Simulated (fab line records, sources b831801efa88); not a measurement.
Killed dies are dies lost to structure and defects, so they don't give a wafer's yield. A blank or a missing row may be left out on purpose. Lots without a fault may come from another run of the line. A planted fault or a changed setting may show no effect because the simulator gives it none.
fab line records | flow sky130
record lots=12 wafers=36 last_day=50
route steps=708 shown VT_ADJUST_LVTN@104 SONOS_ONO@170 PAD_OPEN@708
lots that met no fault: from a run of the same line without faults
start_h: hours from the record's first day to the start of the lot's first wafer shown | wait_h: hours since the lot's step before | " the same as in the row above | L1.1+2: a row that stands for several wafers | - no value, or no start given | * or withheld: withheld | < > ~ a bound
route shown NAME@n: a module of which the file shows steps, and the number in the route of the first | usual: mean/standard deviation of fault-free wafers | same: alike in all rows | chamber/n: place in a boat | sites: the reading at each site | _std_site: their standard deviation | _edge_site: outer sites' mean less inner sites' | radius_mm: how far each site lies from the wafer's centre | mask NAME#n: copy n | behind: the tool/chamber that last shaped the wafer | hold: why the lot was held/for how many hours/how that ended | device: the transistor (n, p or np) that didn't switch | end of line: the same wafers' tests at the end of the route | a step without rows: its recipe alone | killed: dies lost to structure and defects at the first sort, not the wafer's yield | map: a wafer's dies, x killed, . not, _ none there
set.NAME: the setting as run; set.NAME@STEP: as run at that earlier step | model.NAME: the simulator's own value behind a step, which no gauge read
steps of the route over a sample of lots; a table a step, a row a wafer
services: from which hour (start_h, from the record's first day; less than 0 if before it) a tool's chamber was out of use, for how many hours, and why
## steps
# step SKY_VT_ADJUST_LVTN_OVL_MEAS_07
# usual VT_ADJUST_LVTN_OVL=-0.1/1.1
# columns lot.wafer tool chamber start_h wait_h VT_ADJUST_LVTN_OVL[nm]
L701.1 overlay-02 - 142.15 - -2.4
L701.5 " - " " -1.1
L701.6 " - " " 1.0
L702.1 overlay-02 - 144.86 - 0.1
L702.3 " - " " -0.2
L702.6 " - " " 0.9
L704.1 overlay-01 - 158.30 - 0.4
L704.2 " - " " 0.4
L704.5 " - " " 0.8
L708.1 overlay-02 - 188.26 - 0.0
L708.4 " - " " -1.2
L708.6 " - " " -0.9
L709.2 overlay-02 - 189.26 - 1.1
L709.3 " - " " -1.4
L709.5 " - " " -0.4
L710.2 overlay-02 - 196.65 - 0.5
L710.3 " - " " -0.7
L710.6 " - " " 0.7
L718.2 overlay-01 - 265.15 - 1.1
L718.3 " - " " 1.8
L718.4 " - " " 1.3
L717.4 overlay-02 - 267.42 - 1.1
L717.5 " - " " 0.3
L717.6 " - " " 0.2
L719.3 overlay-02 - 273.16 - -0.6
L719.4 " - " " -0.1
L719.5 " - " " 0.0
L721.3 overlay-02 - 278.46 - 0.3
L721.4 " - " " 0.1
L721.6 " - " " 1.1
L722.1 overlay-01 - 284.71 - -1.2
L722.4 " - " " -0.7
L722.5 " - " " -1.1
L723.2 overlay-02 - 284.91 - -0.6
L723.4 " - " " -0.5
L723.5 " - " " 0.5
# step SKY_VT_ADJUST_LVTN_STRIP_20
# recipe chemistry=O2/N2 power_w=1400 pressure_mtorr=1500 platen_temp_c=withheld o2_flow_sccm=3000 n2_flow_sccm=300 overash_fraction=0.5
# usual drypump_motor_current_A=5.56/0.24 n2_flow_sccm=300.1/0.89 oes_product_au=0.716/0.0044 strip_time_to_endpoint_s=14.18/0.033
# columns lot.wafer tool chamber start_h wait_h drypump_motor_current_A n2_flow_sccm oes_product_au rf_hours_counter_h strip_time_to_endpoint_s
L701.1 plasma_asher-03 0 162.68 0.1 5.43 300.5 0.710 38 14.16
L701.5 " 1 " " 5.96 301.0 0.714 - 14.18
L701.6 " 0 " " 5.44 300.1 0.712 - 14.25
L702.1 plasma_asher-01 1 164.64 0.1 5.26 301.6 0.726 46 14.14
L702.3 " 0 " " 5.46 299.5 0.715 - 14.22
L702.6 " 1 " " 5.23 300.7 0.717 - 14.23
L704.1 plasma_asher-03 1 178.69 0.1 5.97 300.7 0.708 40 14.20
L704.2 " 0 " " 5.43 301.5 0.712 40 14.19
L704.5 " 0 " " 5.43 299.8 0.718 - 14.22
L708.1 plasma_asher-04 0 210.78 0.1 5.73 301.2 0.713 51 14.18
L708.4 " 0 " " 5.69 299.8 0.722 - 14.15
L708.6 " 1 " " 5.37 299.5 0.717 - 14.15
L709.2 plasma_asher-03 1 212.04 0.1 5.94 298.0 0.712 43 14.16
L709.3 " 1 " " 5.95 298.8 0.718 - 14.17
L709.5 " 0 " " 5.44 299.7 0.717 - 14.17
L710.2 plasma_asher-03 1 218.83 0.1 5.96 301.0 0.721 44 14.14
L710.3 " 0 " " 5.42 298.9 0.713 - 14.21
L710.6 " 1 " " 5.95 301.2 0.707 - 14.16
L718.2 plasma_asher-01 1 289.94 0.1 5.21 298.8 0.725 59 14.22
L718.3 " 0 " " 5.48 301.2 0.719 - 14.24
L718.4 " 1 " " 5.20 298.6 0.717 - 14.26
L717.4 plasma_asher-04 0 292.37 0.1 5.69 300.4 0.722 - 14.21
L717.5 " 0 " " 5.69 298.4 0.709 - 14.19
L717.6 " 1 " " 5.38 299.8 0.715 - 14.18
L719.3 plasma_asher-04 0 298.22 0.1 5.71 301.8 0.711 - 14.16
L719.4 " 1 " " 5.37 299.7 0.721 - 14.20
L719.5 " 1 " " 5.39 299.6 0.716 - 14.18
L721.3 plasma_asher-04 0 303.52 0.1 5.68 299.3 0.712 - 14.20
L721.4 " 1 " " 5.37 301.1 0.722 - 14.19
L721.6 " 0 " " 5.71 299.9 0.715 - 14.18
L722.1 plasma_asher-03 0 309.70 0.1 5.43 300.9 0.718 52 14.19
L722.4 " 1 " " 5.95 302.0 0.718 - 14.21
L722.5 " 0 " " 5.43 300.2 0.710 - 14.16
L723.2 plasma_asher-01 1 310.64 0.1 5.21 299.9 0.722 61 14.15
L723.4 " 1 " " 5.23 300.5 0.726 - 14.18
L723.5 " 0 " " 5.47 300.3 0.712 - 14.15
# step SKY_SONOS_ONO_CVD_02
# recipe material=Si3N4 precursor=DCS/NH3 target_thk_nm=10.5 temp_c=770 time_s=180 pressure_mtorr=250
# usual spike_tc_centre_C=769.3/1.1 spike_tc_top_C=785.7/1.1
# columns lot.wafer tool chamber start_h wait_h spike_tc_centre_C spike_tc_top_C
L701.1 lpcvd-02 1 257.44 0.5 768.6 786.5
L701.5 " 1 " " 770.7 783.1
L701.6 " 1 " " 769.8 784.0
L702.1 lpcvd-02 0 257.44 0.5 770.0 787.7
L702.3 " 0 " " 768.6 785.7
L702.6 " 0 " " 768.5 786.1
L704.1 lpcvd-02 0 272.59 0.1 769.4 786.2
L704.2 " 0 " " 770.9 785.7
L704.5 " 0 " " 771.4 785.7
L708.1 lpcvd-02 1 310.65 1.4 767.4 786.2
L708.4 " 1 " " 769.4 784.6
L708.6 " 1 " " 769.0 787.4
L709.2 lpcvd-02 1 310.65 0.3 769.2 785.3
L709.3 " 1 " " 768.8 785.6
L709.5 " 1 " " 769.1 785.4
L710.2 lpcvd-02 1 319.06 0.5 768.1 786.0
L710.3 " 1 " " 767.7 784.4
L710.6 " 1 " " 768.4 787.1
L718.2 lpcvd-02 1 402.52 1.1 769.2 785.1
L718.3 " 1 " " 767.5 786.1
L718.4 " 1 " " 768.6 784.9
L717.4 lpcvd-02 0 406.77 2.2 770.4 784.7
L717.5 " 0 " " 770.8 786.4
L717.6 " 0 " " 769.9 787.0
L719.3 lpcvd-02 0 416.89 3.4 768.8 786.3
L719.4 " 0 " " 770.0 785.6
L719.5 " 0 " " 769.3 784.3
L721.3 lpcvd-02 1 416.89 0.8 768.6 785.0
L721.4 " 1 " " 768.0 784.0
L721.6 " 1 " " 768.7 786.8
L722.1 lpcvd-02 1 424.74 0.1 769.4 786.1
L722.4 " 1 " " 767.9 784.7
L722.5 " 1 " " 770.1 785.9
L723.2 lpcvd-02 0 428.38 1.2 769.5 785.8
L723.4 " 0 " " 769.7 786.8
L723.5 " 0 " " 769.9 785.7
# step SKY_SONOS_ONO_THK_MEAS_03
# recipe reads=Si3N4_of_SONOS_ONO_CVD_02
# usual SONOS_ONO_CVD_02_THK=10.53/0.13
# columns lot.wafer tool chamber start_h wait_h hold SONOS_ONO_CVD_02_THK[nm]
L701.1 film_metro-04 - 258.49 0.0 - 10.44
L701.5 " - " " - 10.50
L701.6 " - " " - 10.48
L702.1 film_metro-03 - 258.49 0.0 - 10.81
L702.3 " - " " - 10.83
L702.6 " - " " - 10.66
L704.1 film_metro-01 - 273.64 0.0 - 10.69
L704.2 " - " " - 10.56
L704.5 " - " " - 10.56
L708.1 film_metro-03 - 311.70 0.0 await_dispo/0.2h/release 5.83
L708.4 " - " " await_dispo/0.2h/release 5.79
L708.6 " - " " await_dispo/0.2h/release 5.72
L708.1 film_metro-03 - 311.92 0.2 - 5.87
L708.4 " - " " - 5.81
L708.6 " - " " - 5.74
L709.2 film_metro-01 - 311.71 0.0 await_dispo/0.2h/release 5.57
L709.3 " - " " await_dispo/0.2h/release 5.69
L709.5 " - " " await_dispo/0.2h/release 5.71
L709.2 film_metro-01 - 311.93 0.2 - 5.61
L709.3 " - " " - 5.69
L709.5 " - " " - 5.77
L710.2 film_metro-03 - 320.12 0.0 await_dispo/0.2h/release 5.70
L710.3 " - " " await_dispo/0.2h/release 5.80
L710.6 " - " " await_dispo/0.2h/release 5.76
L710.2 film_metro-03 - 320.35 0.2 - 5.73
L710.3 " - " " - 5.71
L710.6 " - " " - 5.79
L718.2 film_metro-01 - 403.58 0.0 - 10.51
L718.3 " - " " - 10.79
L718.4 " - " " - 10.74
L717.4 film_metro-04 - 407.85 0.0 - 10.55
L717.5 " - " " - 10.51
L717.6 " - " " - 10.52
L719.3 film_metro-04 - 418.49 0.0 - 10.52
L719.4 " - " " - 10.68
L719.5 " - " " - 10.68
L721.3 film_metro-03 - 418.49 0.0 - 10.63
L721.4 " - " " - 10.64
L721.6 " - " " - 10.59
L722.1 film_metro-04 - 425.79 0.0 - 10.44
L722.4 " - " " - 10.45
L722.5 " - " " - 10.30
L723.2 film_metro-01 - 429.44 0.0 - 10.39
L723.4 " - " " - 10.35
L723.5 " - " " - 10.40
# step SKY_SONOS_ONO_CD_MEAS_13
# recipe target_cd_nm=410
# usual cd_nm=409.6/1.7
# columns lot.wafer tool chamber start_h wait_h cd_nm
L701.1 cd_sem-02 - 283.78 0.1 408.6
L701.5 " - " " 410.4
L701.6 " - " " 408.2
L702.1 cd_sem-01 - 284.00 0.1 410.0
L702.3 " - " " 412.7
L702.6 " - " " 411.5
L704.1 cd_sem-01 - 299.10 0.1 411.1
L704.2 " - " " 411.8
L704.5 " - " " 411.3
L708.1 cd_sem-01 - 339.61 0.1 409.4
L708.4 " - " " 409.7
L708.6 " - " " 411.0
L709.2 cd_sem-01 - 340.55 0.1 408.4
L709.3 " - " " 410.1
L709.5 " - " " 407.3
L710.2 cd_sem-01 - 348.18 0.1 410.5
L710.3 " - " " 409.9
L710.6 " - " " 410.4
L718.2 cd_sem-02 - 434.42 0.1 408.2
L718.3 " - " " 407.0
L718.4 " - " " 408.7
L717.4 cd_sem-02 - 439.61 0.1 409.5
L717.5 " - " " 410.2
L717.6 " - " " 411.9
L721.3 cd_sem-01 - 450.82 0.1 407.5
L721.4 " - " " 411.0
L721.6 " - " " 408.7
L719.3 cd_sem-02 - 452.29 0.1 408.3
L719.4 " - " " 409.4
L719.5 " - " " 410.3
L722.1 cd_sem-01 - 458.47 0.2 409.2
L722.4 " - " " 410.1
L722.5 " - " " 410.1
L723.2 cd_sem-02 - 463.15 0.1 409.3
L723.4 " - " " 410.7
L723.5 " - " " 409.2
# step SKY_PAD_OPEN_PROBE_99
# usual killed_at_M0_to_M3=44/6.9 killed_at_M4_up=3.2/1.8 killed_at_contacts=23/5.2 killed_at_front_end=15/4.5 killed_at_other=0.3/0.56 killed_dies=85/8.8 killed_open=47/6.7 killed_short=39/6.4
# same gross_dies=492 killed_at_back_side=0
# columns lot.wafer tool chamber start_h wait_h killed_at_M0_to_M3 killed_at_M4_up killed_at_contacts killed_at_front_end killed_at_other killed_dies killed_open killed_short
L701.1 prober-02 - 1078.76 0.1 46 3 36 14 1 100 65 35
L701.5 prober-02 - 1078.96 0.2 42 2 12 16 1 73 41 32
L701.6 prober-02 - 1079.01 0.2 43 4 24 15 0 86 40 46
L702.1 prober-01 - 1079.11 0.1 47 3 16 17 0 83 47 36
L702.3 prober-01 - 1079.21 0.2 40 2 25 9 0 76 40 36
L702.6 prober-01 - 1079.36 0.2 52 2 22 18 0 94 52 40
L704.1 prober-01 - 1090.88 0.1 44 1 28 18 0 91 48 43
L704.2 prober-01 - 1090.93 0.1 29 1 23 5 0 58 37 21
L704.5 prober-01 - 1091.08 0.2 40 4 24 4 0 72 43 29
L709.2 prober-01 - 1117.35 0.1 48 2 22 16 1 89 52 37
L709.3 prober-01 - 1117.40 0.2 36 3 31 9 0 79 48 31
L709.5 prober-01 - 1117.50 0.2 34 1 30 16 1 82 45 37
L708.1 prober-02 - 1119.52 0.1 42 4 21 19 0 86 51 35
L708.4 prober-02 - 1119.67 0.2 49 2 20 9 0 80 44 36
L708.6 prober-02 - 1119.77 0.2 47 2 28 16 1 94 55 39
L710.2 prober-01 - 1128.95 0.1 42 4 22 13 0 81 44 37
L710.3 prober-01 - 1129.00 0.2 41 4 22 15 0 82 44 38
L710.6 prober-01 - 1129.15 0.2 48 2 17 13 0 80 44 36
L718.2 prober-02 - 1180.42 0.1 41 5 45 16 0 107 64 43
L718.3 prober-02 - 1180.47 0.2 48 6 28 20 0 102 52 50
L718.4 prober-02 - 1180.52 0.2 39 1 35 18 0 93 53 40
L717.4 prober-01 - 1181.41 0.2 44 1 20 15 1 81 42 39
L717.5 prober-01 - 1181.46 0.2 55 2 33 14 1 105 62 43
L717.6 prober-01 - 1181.51 0.2 32 1 18 25 1 77 37 40
L721.3 prober-01 - 1185.93 0.2 48 3 29 19 0 99 58 41
L721.4 prober-01 - 1185.98 0.2 48 2 25 19 1 95 49 46
L721.6 prober-01 - 1186.08 0.2 45 7 27 16 0 95 55 40
L719.3 prober-02 - 1188.01 0.2 36 2 26 7 1 72 45 27
L719.4 prober-02 - 1188.06 0.2 48 6 23 13 0 90 52 38
L719.5 prober-02 - 1188.11 0.2 51 5 20 10 0 86 51 35
L722.1 prober-01 - 1189.51 0.1 37 2 28 16 0 83 44 39
L722.4 prober-01 - 1189.66 0.2 46 4 24 8 0 82 43 39
L722.5 prober-01 - 1189.71 0.2 40 1 26 20 0 87 49 38
L723.2 prober-02 - 1197.46 0.1 42 3 21 14 0 80 45 35
L723.4 prober-02 - 1197.56 0.2 47 5 20 13 0 85 48 37
L723.5 prober-02 - 1197.61 0.2 49 3 20 12 0 84 53 31
# killed by level:class
L701.1 CONTACT:geometric_particle:open=14 VIA1:geometric_particle:open=13 LI_CONTACT:geometric_particle:open=9 VIA2:geometric_particle:open=9 CONTACT:geometric_particle:short=6 METAL3:geometric_particle:short=6 VIA3:geometric_particle:open=6 LOCAL_INTERCONNECT:geometric_particle:short=4
L701.5 VIA1:geometric_particle:open=12 VIA2:geometric_particle:open=6 CONTACT:geometric_particle:open=5 METAL1:geometric_particle:short=5 POLY_GATE:geometric_particle:open=4 SPACER:geometric_particle:short=4 VIA1:geometric_particle:short=4 FIELD_ISO:geometric_particle:open=3
L701.6 VIA1:geometric_particle:open=11 METAL2:geometric_particle:short=8 VIA2:geometric_particle:open=7 CONTACT:geometric_particle:open=6 CONTACT:geometric_particle:short=6 FIELD_ISO:geometric_particle:short=4 LI_CONTACT:geometric_particle:open=4 LOCAL_INTERCONNECT:geometric_particle:short=4
L702.1 VIA1:geometric_particle:open=16 FIELD_ISO:geometric_particle:short=7 CONTACT:geometric_particle:open=7 VIA1:geometric_particle:short=6 LI_CONTACT:geometric_particle:open=5 VIA3:geometric_particle:open=5 VIA2:geometric_particle:open=5 METAL1:geometric_particle:short=4
L702.3 VIA1:geometric_particle:open=9 LI_CONTACT:geometric_particle:open=8 VIA3:geometric_particle:open=8 METAL2:geometric_particle:short=8 CONTACT:geometric_particle:short=7 VIA1:geometric_particle:short=4 VIA3:geometric_particle:short=4 FIELD_ISO:geometric_particle:open=3
L702.6 VIA1:geometric_particle:open=11 VIA1:geometric_particle:short=8 VIA3:geometric_particle:open=8 LI_CONTACT:geometric_particle:open=7 METAL2:geometric_particle:short=6 METAL1:geometric_particle:short=5 LOCAL_INTERCONNECT:geometric_particle:short=5 CONTACT:geometric_particle:open=5
L704.1 VIA3:geometric_particle:open=10 LI_CONTACT:geometric_particle:open=9 CONTACT:geometric_particle:open=8 FIELD_ISO:geometric_particle:short=7 VIA1:geometric_particle:short=6 VIA2:geometric_particle:open=6 POLY_GATE:geometric_particle:short=5 VIA1:geometric_particle:open=5
L704.2 VIA3:geometric_particle:open=9 LI_CONTACT:geometric_particle:open=8 CONTACT:geometric_particle:open=8 VIA1:geometric_particle:short=5 CONTACT:geometric_particle:short=4 VIA1:geometric_particle:open=4 VIA2:geometric_particle:open=4 FIELD_ISO:geometric_particle:open=2
L704.5 VIA3:geometric_particle:open=13 CONTACT:geometric_particle:open=9 LOCAL_INTERCONNECT:geometric_particle:short=5 METAL1:geometric_particle:short=5 VIA1:geometric_particle:open=5 LI_CONTACT:geometric_particle:open=4 CONTACT:geometric_particle:short=4 VIA2:geometric_particle:open=4
L709.2 VIA1:geometric_particle:open=10 CONTACT:geometric_particle:open=9 VIA2:geometric_particle:open=8 LI_CONTACT:geometric_particle:open=7 METAL1:geometric_particle:short=6 POLY_GATE:geometric_particle:open=5 METAL3:geometric_particle:short=5 FIELD_ISO:geometric_particle:open=4
L709.3 CONTACT:geometric_particle:open=14 VIA1:geometric_particle:open=9 LI_CONTACT:geometric_particle:open=7 VIA2:geometric_particle:open=6 METAL3:geometric_particle:short=6 VIA3:geometric_particle:open=5 METAL1:geometric_particle:short=5 FIELD_ISO:geometric_particle:short=4
L709.5 VIA1:geometric_particle:open=10 LI_CONTACT:geometric_particle:open=9 CONTACT:geometric_particle:open=8 FIELD_ISO:geometric_particle:short=6 POLY_GATE:geometric_particle:open=5 CONTACT:geometric_particle:short=5 VIA3:geometric_particle:open=5 LI_CONTACT:geometric_particle:short=4
L708.1 VIA1:geometric_particle:open=11 CONTACT:geometric_particle:open=11 VIA3:geometric_particle:open=7 VIA1:geometric_particle:short=7 POLY_GATE:geometric_particle:short=5 VIA2:geometric_particle:open=5 FIELD_ISO:geometric_particle:open=4 POLY_GATE:geometric_particle:open=4
L708.4 CONTACT:geometric_particle:open=12 VIA2:geometric_particle:open=9 METAL2:geometric_particle:short=8 METAL3:geometric_particle:short=6 VIA3:geometric_particle:open=6 VIA1:geometric_particle:open=5 VIA1:geometric_particle:short=4 FIELD_ISO:geometric_particle:open=3
L708.6 CONTACT:geometric_particle:open=11 VIA1:geometric_particle:open=9 VIA2:geometric_particle:open=9 VIA1:geometric_particle:short=8 CONTACT:geometric_particle:short=7 FIELD_ISO:geometric_particle:short=6 VIA3:geometric_particle:open=6 POLY_GATE:geometric_particle:open=5
L710.2 VIA1:geometric_particle:open=16 LI_CONTACT:geometric_particle:open=8 LI_CONTACT:geometric_particle:short=6 VIA1:geometric_particle:short=5 VIA3:geometric_particle:open=5 VIA2:geometric_particle:open=4 FIELD_ISO:geometric_particle:open=3 FIELD_ISO:geometric_particle:short=3
L710.3 CONTACT:geometric_particle:open=10 VIA1:geometric_particle:open=9 LI_CONTACT:geometric_particle:open=7 POLY_GATE:geometric_particle:open=6 VIA1:geometric_particle:short=6 METAL1:geometric_particle:short=4 VIA2:geometric_particle:short=4 VIA2:geometric_particle:open=4
L710.6 VIA1:geometric_particle:open=11 VIA3:geometric_particle:open=8 LI_CONTACT:geometric_particle:open=7 METAL2:geometric_particle:short=7 VIA2:geometric_particle:open=7 POLY_GATE:geometric_particle:short=6 METAL1:geometric_particle:short=6 VIA1:geometric_particle:short=4
L718.2 CONTACT:geometric_particle:open=16 LI_CONTACT:geometric_particle:open=13 VIA2:geometric_particle:open=10 VIA1:geometric_particle:open=8 CONTACT:geometric_particle:short=7 POLY_GATE:geometric_particle:open=6 LI_CONTACT:geometric_particle:short=5 METAL1:geometric_particle:short=5
L718.3 VIA1:geometric_particle:open=13 CONTACT:geometric_particle:open=9 LI_CONTACT:geometric_particle:open=7 METAL2:geometric_particle:short=7 VIA2:geometric_particle:open=7 FIELD_ISO:geometric_particle:short=6 METAL4:geometric_particle:short=5 LOCAL_INTERCONNECT:geometric_particle:short=5
L718.4 CONTACT:geometric_particle:open=16 VIA1:geometric_particle:open=13 LI_CONTACT:geometric_particle:open=7 FIELD_ISO:geometric_particle:short=6 CONTACT:geometric_particle:short=6 LOCAL_INTERCONNECT:geometric_particle:short=5 METAL1:geometric_particle:short=5 VIA2:geometric_particle:open=4
L717.4 VIA3:geometric_particle:open=9 VIA1:geometric_particle:open=8 LI_CONTACT:geometric_particle:open=7 VIA2:geometric_particle:open=6 VIA2:geometric_particle:short=5 METAL2:geometric_particle:short=5 FIELD_ISO:geometric_particle:short=4 POLY_GATE:geometric_particle:short=4
L717.5 CONTACT:geometric_particle:open=13 VIA1:geometric_particle:open=12 VIA3:geometric_particle:open=10 METAL2:geometric_particle:short=9 VIA2:geometric_particle:open=7 LI_CONTACT:geometric_particle:short=6 LI_CONTACT:geometric_particle:open=5 POLY_GATE:geometric_particle:short=4
L717.6 FIELD_ISO:geometric_particle:short=7 LI_CONTACT:geometric_particle:open=6 FIELD_ISO:geometric_particle:open=5 CONTACT:geometric_particle:open=5 METAL2:geometric_particle:short=5 VIA2:geometric_particle:short=5 VIA2:geometric_particle:open=4 METAL3:geometric_particle:short=4
L721.3 CONTACT:geometric_particle:open=13 VIA2:geometric_particle:open=9 POLY_GATE:geometric_particle:open=7 LOCAL_INTERCONNECT:geometric_particle:short=7 VIA3:geometric_particle:open=7 METAL3:geometric_particle:short=7 VIA1:geometric_particle:open=6 POLY_GATE:geometric_particle:short=4
L721.4 VIA2:geometric_particle:open=10 VIA1:geometric_particle:open=7 METAL1:geometric_particle:short=7 VIA3:geometric_particle:open=7 LI_CONTACT:geometric_particle:open=6 CONTACT:geometric_particle:open=6 FIELD_ISO:geometric_particle:short=5 POLY_GATE:geometric_particle:open=5
L721.6 VIA2:geometric_particle:open=13 VIA1:geometric_particle:open=12 CONTACT:geometric_particle:open=9 LOCAL_INTERCONNECT:geometric_particle:short=8 CONTACT:geometric_particle:short=6 VIA3:geometric_particle:open=6 FIELD_ISO:geometric_particle:open=4 FIELD_ISO:geometric_particle:short=4
L719.3 CONTACT:geometric_particle:open=10 LI_CONTACT:geometric_particle:open=7 CONTACT:geometric_particle:short=7 VIA1:geometric_particle:open=7 VIA2:geometric_particle:open=7 METAL2:geometric_particle:short=5 VIA3:geometric_particle:open=5 METAL1:geometric_particle:open=3
L719.4 VIA1:geometric_particle:open=15 VIA3:geometric_particle:open=9 CONTACT:geometric_particle:open=7 LI_CONTACT:geometric_particle:open=7 METAL4:geometric_particle:short=6 FIELD_ISO:geometric_particle:short=5 CONTACT:geometric_particle:short=5 VIA3:geometric_particle:short=5
L719.5 VIA1:geometric_particle:open=16 VIA3:geometric_particle:open=9 CONTACT:geometric_particle:open=8 CONTACT:geometric_particle:short=6 VIA2:geometric_particle:open=6 VIA2:geometric_particle:short=4 VIA1:geometric_particle:short=4 METAL4:geometric_particle:short=4
L722.1 VIA1:geometric_particle:open=10 CONTACT:geometric_particle:open=8 POLY_GATE:geometric_particle:short=6 LI_CONTACT:geometric_particle:open=6 VIA1:geometric_particle:short=5 POLY_GATE:geometric_particle:open=4 LOCAL_INTERCONNECT:geometric_particle:open=4 LOCAL_INTERCONNECT:geometric_particle:short=4
L722.4 CONTACT:geometric_particle:open=13 VIA1:geometric_particle:short=10 VIA1:geometric_particle:open=10 METAL1:geometric_particle:short=6 CONTACT:geometric_particle:short=5 VIA3:geometric_particle:short=5 VIA3:geometric_particle:open=5 LI_CONTACT:geometric_particle:open=4
L722.5 VIA1:geometric_particle:open=11 VIA2:geometric_particle:open=7 CONTACT:geometric_particle:open=6 FIELD_ISO:geometric_particle:short=5 FIELD_ISO:geometric_particle:open=5 CONTACT:geometric_particle:short=5 LI_CONTACT:geometric_particle:open=5 LI_CONTACT:geometric_particle:short=5
L723.2 VIA1:geometric_particle:open=13 FIELD_ISO:geometric_particle:short=6 CONTACT:geometric_particle:open=6 VIA3:geometric_particle:open=6 LI_CONTACT:geometric_particle:open=5 VIA2:geometric_particle:open=5 POLY_GATE:geometric_particle:short=4 POLY_GATE:geometric_particle:open=3
L723.4 VIA1:geometric_particle:open=9 LI_CONTACT:geometric_particle:open=8 VIA2:geometric_particle:open=7 METAL2:geometric_particle:short=6 VIA1:geometric_particle:short=6 CONTACT:geometric_particle:open=5 METAL1:geometric_particle:short=4 VIA3:geometric_particle:open=4
L723.5 VIA1:geometric_particle:open=10 VIA2:geometric_particle:open=10 VIA3:geometric_particle:open=9 CONTACT:geometric_particle:open=7 LI_CONTACT:geometric_particle:open=5 POLY_GATE:geometric_particle:short=4 CONTACT:geometric_particle:short=4 METAL1:geometric_particle:short=4
## services
# columns tool chamber start_h hours kind
plasma_asher-04 - 164.17 7.2 repair
lpcvd-02 - 170.18 2.8 pm
lpcvd-02 - 247.51 1.2 repair
plasma_asher-04 - 266.30 1.3 repair
plasma_asher-03 - 357.60 0.5 repair
plasma_asher-04 - 368.22 2.8 pm
plasma_asher-01 - 421.25 9.0 pm
plasma_asher-01 0 421.25 10.6 vent_cycle
plasma_asher-01 1 421.25 10.6 vent_cycle
## key
first_sign step=SKY_SONOS_ONO_THK_MEAS_03 reading=visit direction=added
effect step=SKY_SONOS_ONO_THK_MEAS_03 reading=SONOS_ONO_CVD_02_THK direction=down sigmas=36 usual=10.53 struck=5.73
met_at SKY_SONOS_ONO_CVD_02
struck_lots L708,L709,L710
tester_left_out L708,L709,L710
not_acting_at SKY_VT_ADJUST_LVTN_OVL_MEAS_07,SKY_VT_ADJUST_LVTN_STRIP_20,SKY_SONOS_ONO_CD_MEAS_13
onset_between 272.59 310.65
fault kind=process_parameter_drift tool=lpcvd-02 chamber=- onset_h=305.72 steps=SKY_SONOS_ONO_CVD_02 channel=target_thk_nm offset=-4.7605 shape=step end_h=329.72 acts_in=these_recipes_only stated=10.5
# tester_left_out: of these lots the tester's yield and bins aren't shown, on N5 and GAA mostly nor the transistor test; their killed dies are dies lost to structure and defects alone, not to doping, threshold or leakage, so they don't give the yield
